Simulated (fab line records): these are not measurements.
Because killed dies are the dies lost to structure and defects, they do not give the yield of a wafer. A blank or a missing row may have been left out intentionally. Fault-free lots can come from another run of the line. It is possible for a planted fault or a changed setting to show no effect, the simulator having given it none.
One fault through the eyes of 2 desks ; flow sky130 ; only its own numbers are on each desk; what lay behind them is given at the end

THE METROLOGY DESK
Means of the sampled wafers that have a number, per lot and without regard to the tool the lot ran on: this is what the gauges read. The brackets show how far a lot's mean lies from the usual mean; more than 4 standard deviations puts the lot out of limits, marked OUT.
Columns: A = VIA4_HDPCVD_THK at SKY_VIA4_THK_MEAS_01, usual 1749 nm; B = VIA4_BOW at SKY_VIA4_BOW_MEAS_03, usual 80 um; C = VIA4_OVL at SKY_VIA4_OVL_MEAS_11, usual 1.4 nm
lot;first seen here;A;B;C
L578;day 42 19:29;1766;81;1.7
L580;day 43 05:23;1785;92;1.7
L591;day 46 08:29;1734;77;0.2
L595;day 47 02:09;1734;81;0.8
L597;day 47 19:31;1740;75;1.6
Finding of this desk: none of the 5 lots has anything out of limits.

FOR THE TOOL OWNER'S DESK: ilineStepper-02
The tool's own readings at SKY_VIA4_EXPOSE_08 (exposes mask VIM4, target cd 800 nm): means of the sampled wafers that have a number, for each lot that ran on this tool. The brackets show how far a lot's mean lies from the usual mean; more than 4 standard deviations puts the lot out of limits, marked OUT.
Columns: A = focusOffsetNm at SKY_VIA4_EXPOSE_08, usual 0.0 nm
lot;first seen here;A
L578;day 43 06:37;-0.4
L591;day 46 18:54;-0.0
Finding of this desk: none of the 2 lots has anything out of limits.

ALL TOGETHER
From the metrology desk's view, nothing was out of limits.
The desk of the tool owner found nothing out of limits.

WHAT THE SIMULATOR HAD PUT IN
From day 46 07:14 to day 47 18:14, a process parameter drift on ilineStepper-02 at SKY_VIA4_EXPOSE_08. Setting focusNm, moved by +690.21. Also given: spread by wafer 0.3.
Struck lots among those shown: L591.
